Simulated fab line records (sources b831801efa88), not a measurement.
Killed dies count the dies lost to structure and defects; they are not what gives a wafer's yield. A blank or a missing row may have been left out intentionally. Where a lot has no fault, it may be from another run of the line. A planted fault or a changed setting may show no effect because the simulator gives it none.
The same fault as seen by 2 desks + flow gf180mcu + what lay behind the numbers comes last; until then each desk has only its own

METROLOGY DESK
Lot by lot, what the gauges showed, no matter which tool ran the lot: averages of those sampled wafers that carry a number. A lot is out of limits, marked OUT, if its mean lies more than 4 standard deviations from the usual mean; the brackets give that distance.
Columns: A = V1_CVD_00_THK at GF_V1_THK_MEAS_01, usual 599 nm; B = V1_CVD_02_THK at GF_V1_THK_MEAS_03, usual 852 nm; C = V1_BOW at GF_V1_BOW_MEAS_05, usual 83 um; D = cd-nm at GF_V1_CD_MEAS_14, usual 260.4 nm; E = V1_OVL at GF_V1_OVL_MEAS_15, usual 3 nm
| lot  | first seen here | A   | B   | C  | D     | E |
|------|-----------------|-----|-----|----|-------|---|
| L599 | day 17 20:07    | 588 | 848 | 84 | 260.1 | 1 |
| L601 | day 18 17:05    | 594 | 848 | 94 | 260.2 | 7 |
| L609 | day 21 17:38    | 590 | 854 | 75 | 257.7 | 1 |
| L610 | day 22 01:24    | 583 | 840 | 77 | 257.8 | 1 |
| L613 | day 23 01:24    | 596 | 852 | 87 | 259.9 | 9 |
| L620 | day 25 06:46    | 606 | 870 | 91 | 260.3 | 8 |
Result from this desk: across the 6 lots, nothing is out of limits.

DESK OF THE TOOL OWNER: krf-scanner-02
The tool's own readings at GF_V1_EXPOSE_11 (exposes mask Via1, target cd 260 nm): means of the sampled wafers that have a number, for each lot that ran on this tool. A lot is out of limits, marked OUT, if its mean lies more than 4 standard deviations from the usual mean; the brackets give that distance.
Columns: A = exposure-dose-mJ-cm2 at GF_V1_EXPOSE_11, usual 37.82; B = focus-offset-nm at GF_V1_EXPOSE_11, usual -0.1 nm
| lot  | first seen here | A               | B    |
|------|-----------------|-----------------|------|
| L599 | day 18 08:25    | 37.84           | -0.3 |
| L609 | day 22 05:53    | 37.16 (-18) OUT | -0.8 |
| L610 | day 22 13:11    | 37.13 (-19) OUT | -0.0 |
This desk's verdict: out of limits on L609, L610, starting with L609 at day 22 05:53 (exposure-dose-mJ-cm2 at GF_V1_EXPOSE_11). In limits: L599.

PUT TOGETHER
The tool owner's desk could have raised an alarm at day 22 05:53, on L609, L610.
Metrology desk: nothing out of limits seen.
The metrology desk has L609, L610 on record, within its limits.
GF_V1_EXPOSE_11 was run on krf-scanner-02 by each of the lots named.

WHAT HAD BEEN PUT IN BY THE SIMULATOR
Process parameters drifting: krf-scanner-02 at GF_V1_EXPOSE_11, beginning at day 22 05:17. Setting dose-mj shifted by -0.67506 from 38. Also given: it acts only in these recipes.
Struck lots among those shown: L609, L610.
Each desk's first reading out of limits, in hours after the fault started: the tool owner's desk, 1.
